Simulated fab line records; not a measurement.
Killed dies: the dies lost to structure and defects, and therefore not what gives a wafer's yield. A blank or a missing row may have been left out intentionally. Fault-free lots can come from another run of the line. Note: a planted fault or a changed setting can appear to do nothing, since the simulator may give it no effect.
Comparing a struck lot with a sound one :: flow sky130 :: 23 steps out of a route of 708
Sound: wafers L651.1, L651.4, L651.6. Struck: wafers L662.3, L662.5, L662.6. Last of all comes the cause.
Order at every step that has rows: each side's tool, ch and its chambers, its first start. Under that, the readings that differ: sound wafers :: struck wafers :: difference of the means :: sigmas: that difference in standard deviations of wafers without a fault.
alike: readings with means less than 2 such deviations apart, plus words and numbers identical on both sides. not compared: withheld readings, readings lacking a value on some wafer, bounds such as >300 that could conceal the same value, and numbers that have no deviation in the record and whose values overlap.
The two part at a step that has a row with sigmas, a row that says differs or no value, or rows on one side only. Non-overlapping numbers with no deviation appear without sigmas and do not part them. A reading missing from all wafers of one side parts the sides only when that side holds two or more wafers.

first, 6 steps without rows for these wafers: SKY_RES_XHIGH_COAT_02 (resist thk 1140 nm); SKY_RES_XHIGH_SOFTBAKE_03 (time 60 s); SKY_RES_XHIGH_EXPOSE_04 (exposes mask URPM, target cd 1270 nm); SKY_RES_XHIGH_PEB_05; SKY_RES_XHIGH_DEVELOP_06 (develop time 60 s); SKY_RES_XHIGH_IMPLANT_07.
SKY_RES_XHIGH_STRIP_08: strips in O2/N2.
  sound on plasmaAsher-04 ch 0,1, day 29 06:14; struck on plasmaAsher-04 ch 0,1, day 32 03:06
  alike: chamberPressureMTorr, drypumpMotorCurrentA, oesProductAu, stripTimeToEndpointS
  not compared: rfHoursCounterH
SKY_RES_XHIGH_TW_MEAS_09:
  sound on filmMetro-02 at day 29 06:20; struck on filmMetro-01 at day 32 03:11
  alike: RES_XHIGH_TW
then, 4 steps without rows for these wafers: SKY_SD_N_DEHYDRATE_00 (time 60 s); SKY_SD_N_HMDS_01 (prime time 60 s); SKY_SD_N_COAT_02 (resist thk 1140 nm); SKY_SD_N_SOFTBAKE_03 (time 60 s).
SKY_SD_N_EXPOSE_04: exposes mask NSDM, target cd 380 nm.
  sound on ilineStepper-02 ch 0, day 29 20:29; struck on ilineStepper-02 ch 0, day 32 16:54
reading: mask
sound: NSDM#0 NSDM#0 NSDM#0
struck: URPM#0 URPM#0 URPM#0
difference: differs
sigmas: 
then, 2 steps without rows for these wafers: SKY_SD_N_PEB_05; SKY_SD_N_DEVELOP_06 (develop time 60 s).
SKY_SD_N_CD_MEAS_07: target cd 380 nm.
  sound on cdSem-01 at day 30 10:37; struck on cdSem-01 at day 33 06:26
reading: cdNm (nm)
sound: 378.5 376.8 377.0
struck: - - -
difference: no value on the struck wafers
sigmas: 
SKY_SD_N_OVL_MEAS_08:
  sound on overlay-02 at day 30 10:44; struck on overlay-02 at day 33 06:31
reading: SD_N_OVL (nm)
sound: 0.2 3.4 -0.9
struck: - - -
difference: no value on the struck wafers
sigmas: 
then, 2 steps without rows for these wafers: SKY_SD_N_IMPLANT_09; SKY_SD_N_IMPLANT_10.
SKY_SD_N_STRIP_11: strips in O2/N2.
  sound on plasmaAsher-03 ch 0,1, day 30 11:04; struck on plasmaAsher-03 ch 0,1, day 33 06:53
  alike: chamberPressureMTorr, drypumpMotorCurrentA, oesProductAu, stripTimeToEndpointS
  not compared: rfHoursCounterH
SKY_SD_N_TW_MEAS_12:
  sound on filmMetro-01 at day 30 11:10; struck on filmMetro-04 at day 33 06:58
reading: SD_N_TW
sound: 4082 4096 4102
struck: 30 30 30
difference: -4063
sigmas: -80
then, 1 step without rows for these wafers: SKY_SD_N_CLEAN_13 (cleans in SC1/SC2, time 150 s).
-- the record jumps here: 16 days lie between the struck wafers' starts before and after (it left off in module SD_N and takes up again in module PAD_OPEN, whose first step shown is number 708 of the route) --
SKY_PAD_OPEN_PROBE_99:
  sound on prober-02 at day 47 15:23; struck on prober-02 at day 49 17:49
reading: killedAtFrontEnd
sound: 21 14 13
struck: 428 440 426
difference: +415
sigmas: +87

reading: killedDies
sound: 91 93 79
struck: 492 492 492
difference: +404
sigmas: +43

reading: killedOnRim
sound: 16 18 15
struck: 96 96 96
difference: +80
sigmas: +20

reading: killedShort
sound: 52 47 36
struck: 32 33 33
difference: -12
sigmas: -2
  alike: killed_at_M0_to_M3, killed_at_M4_up, killedAtContacts, killedAtOther, killedOpen

== WHERE THEY PART ==
At SKY_SD_N_EXPOSE_04 first; at SKY_PAD_OPEN_PROBE_99 last (within this record only).

WHY: what had been put in by the simulator
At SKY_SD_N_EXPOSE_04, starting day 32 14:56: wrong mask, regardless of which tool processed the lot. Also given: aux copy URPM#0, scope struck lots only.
